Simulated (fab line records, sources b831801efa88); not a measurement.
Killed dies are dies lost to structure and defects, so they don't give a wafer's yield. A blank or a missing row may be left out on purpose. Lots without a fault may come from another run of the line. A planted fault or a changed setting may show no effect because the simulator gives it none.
Which tool did it? | flow gf180mcu | 15 lots, 45 wafers sampled, at 3 steps of a route of 602

WHAT THE GAUGES READ, wafer by wafer
GF_M2_CD_MEAS_14: target cd 280 nm.
lot  | measured     | on        | cd_nm (nm)
L170 | day 18 22:13 | cd_sem-01 | 281.2 279.3 280.5
L171 | day 19 07:35 | cd_sem-02 | 280.8 279.9 281.0
L172 | day 19 19:19 | cd_sem-02 | 280.0 280.1 279.1
L174 | day 20 12:01 | cd_sem-02 | 280.3 279.9 280.0
L175 | day 21 04:44 | cd_sem-02 | 279.9 279.8 279.2
L177 | day 21 21:24 | cd_sem-01 | 276.1 276.9 276.5
L180 | day 23 04:22 | cd_sem-01 | 281.6 281.7 281.1
L183 | day 24 01:14 | cd_sem-01 | 280.6 281.1 279.8
L189 | day 26 00:49 | cd_sem-02 | 278.3 278.9 278.3
L190 | day 26 05:55 | cd_sem-01 | 282.6 283.3 281.9
L191 | day 26 15:28 | cd_sem-01 | 279.5 279.3 279.2
L192 | day 27 04:02 | cd_sem-01 | 280.9 280.9 280.4

WHICH TOOL RAN EACH LOT (tool, then ch and the chambers of the sampled wafers, then the start)
lot  | GF_V1_ETCH_17                                 | GF_V1_CMP_26
L170 | rie_diel-01 ch 0,1,2, day 17 21:35 or earlier | cmp-01 ch 0,1,2, day 17 21:35
L171 | rie_diel-02 ch 0,2,3, day 18 07:13 or earlier | cmp-02 ch 1,2,3, day 18 07:13
L172 | rie_diel-03 ch 1,2,3, day 18 18:29 or earlier | cmp-01 ch 0,2,3, day 18 18:29
L174 | rie_diel-02 ch 0,1,2, day 19 11:12 or earlier | cmp-02 ch 0,1,2, day 19 11:12
L175 | rie_diel-02 ch 0,1, day 20 04:10 or earlier   | cmp-02 ch 1,2,3, day 20 04:10
L177 | rie_diel-01 ch 0,1,2, day 20 20:46 or earlier | cmp-01 ch 0,1,2, day 20 20:46
L180 | rie_diel-02 ch 1,2,3, day 22 04:56 or earlier | cmp-02 ch 0,3, day 22 04:56
L183 | rie_diel-02 ch 1,2,3, day 23 02:20 or earlier | cmp-02 ch 0,1,2, day 23 02:20
L185 | rie_diel-02 ch 1,2, day 23 12:14 or earlier   | cmp-02 ch 0,1, day 23 12:14
L186 | rie_diel-03 ch 0,2,3, day 24 01:34 or earlier | cmp-02 ch 2,3, day 24 01:34
L189 | rie_diel-01 ch 1,2, day 25 03:10 or earlier   | cmp-01 ch 0,3, day 25 03:10
L188 | rie_diel-02 ch 0,1,2, day 25 04:20 or earlier | cmp-02 ch 0,3, day 25 04:20
L190 | rie_diel-02 ch 1,3, day 25 08:06 or earlier   | cmp-01 ch 1,2, day 25 08:06
L191 | rie_diel-03 ch 0,1,2, day 25 18:17 or earlier | cmp-01 ch 0,1,2, day 25 18:17
L192 | rie_diel-02 ch 0,1, day 26 06:16 or earlier   | cmp-01 ch 1,2,3, day 26 06:16
- GF_V1_ETCH_17: etches SiO2 in C4F8/O2/Ar, stops on TiN, target depth 630 nm.
- GF_V1_CMP_26: polishes, stops on SiO2, t overpolish 15 s, target thk 0 nm.

WHAT THE TOOLS THEMSELVES READ (means of the sampled wafers that have a number; where no wafer has one, the mark that the record gives instead)
GF_V1_ETCH_17.
lot  | tool        | oes_product_au (a.u.)
L170 | rie_diel-01 | 0.846
L171 | rie_diel-02 | 0.847
L172 | rie_diel-03 | 0.846
L174 | rie_diel-02 | 0.844
L175 | rie_diel-02 | 0.846
L177 | rie_diel-01 | 0.846
L180 | rie_diel-02 | 0.847
L183 | rie_diel-02 | 0.853
L185 | rie_diel-02 | 0.852
L186 | rie_diel-03 | 0.851
L189 | rie_diel-01 | 0.852
L188 | rie_diel-02 | 0.850
L190 | rie_diel-02 | 0.852
L191 | rie_diel-03 | 0.848
L192 | rie_diel-02 | 0.849

GF_V1_CMP_26.
lot  | tool   | head_pressure_psi (psi) | motor_current_A (A) | overpolish_run_s (s) | slurry_flow_ml_min | time_to_endpoint_s (s)
L170 | cmp-01 | 3.495                   | 11.6                | 15.011               | 149.8              | 86.2
L171 | cmp-02 | 3.500                   | 12.5                | 14.995               | 150.1              | 88.2
L172 | cmp-01 | 3.503                   | 11.9                | 14.994               | 150.3              | 87.9
L174 | cmp-02 | 3.493                   | 11.9                | 15.000               | 150.1              | 86.6
L175 | cmp-02 | 3.502                   | 12.3                | 14.998               | 150.1              | 84.2
L177 | cmp-01 | 3.498                   | 12.0                | 14.995               | 149.9              | 88.4
L180 | cmp-02 | 3.508                   | 12.9                | 15.009               | 149.8              | 83.3
L183 | cmp-02 | 3.499                   | 12.0                | 15.007               | 149.9              | 84.1
L185 | cmp-02 | 3.497                   | 12.4                | 0.040                | 149.7              | 128.9
L186 | cmp-02 | 3.500                   | 12.0                | 0.035                | 150.5              | 129.4
L189 | cmp-01 | 3.494                   | 12.0                | 14.998               | 149.9              | 87.3
L188 | cmp-02 | 3.501                   | 13.1                | 0.040                | 150.7              | 127.0
L190 | cmp-01 | 3.496                   | 11.6                | 14.995               | 149.9              | 85.4
L191 | cmp-01 | 3.504                   | 12.4                | 15.001               | 149.7              | 85.9
L192 | cmp-01 | 3.505                   | 11.5                | 15.004               | 150.1              | 82.0

THE ANSWER, worked out from the rows above alone
Rule: what is usual is taken from the lots themselves. Put in order of their means at a reading, lots are off if they are a third of the lots or fewer, leave a main group of 4 or more, and stand apart from it by a gap of 3 or more times the standard deviation of the main group's means; of several such gaps the widest counts. A main group whose means are all the same, to the digits that the tables above print for the reading, isn't used. A lot without any number at a reading at which 4 lots or more have one is off too. The other lots that the step has rows for count as sound. The gauges are gone through in route order, then the tools' own readings, and for those a lot's mean is taken as printed above. The first step at which some lot is off is used, and at that step the reading that is off furthest; a lot without a number counts as furthest.
Off: L185, L186, L188, at GF_V1_CMP_26 (overpolish_run_s). The main group: mean 15.001 s, standard deviation 0.0056.
A tool fits if, at that step or a process step before it, it ran every lot that is off, and no sound lot after the first of them. GF_V1_ETCH_17 gives no start for some lots, so the hours and the order of its lots are those of GF_V1_CMP_26. One fits: cmp-02 at GF_V1_CMP_26. Its last sound lot is L183 (day 23 02:20), its first lot that is off L185 (day 23 12:14): a fault that began between those two fits.
The tool's own readings at GF_V1_CMP_26 bear it out: on the lots that are off they differ by more than 5 times the standard deviation of the sound lots' means. overpolish_run_s reads 0.038 s there against 15.001 s on the sound lots; time_to_endpoint_s reads 128.4 s there against 85.8 s on the sound lots.

WHAT THE SIMULATOR HAD PUT IN
Process parameter drift: cmp-02, from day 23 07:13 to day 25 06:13, at GF_V1_CMP_26. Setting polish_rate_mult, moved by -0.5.
Lots struck among those shown: L185, L186, L188. The rule above found the same.
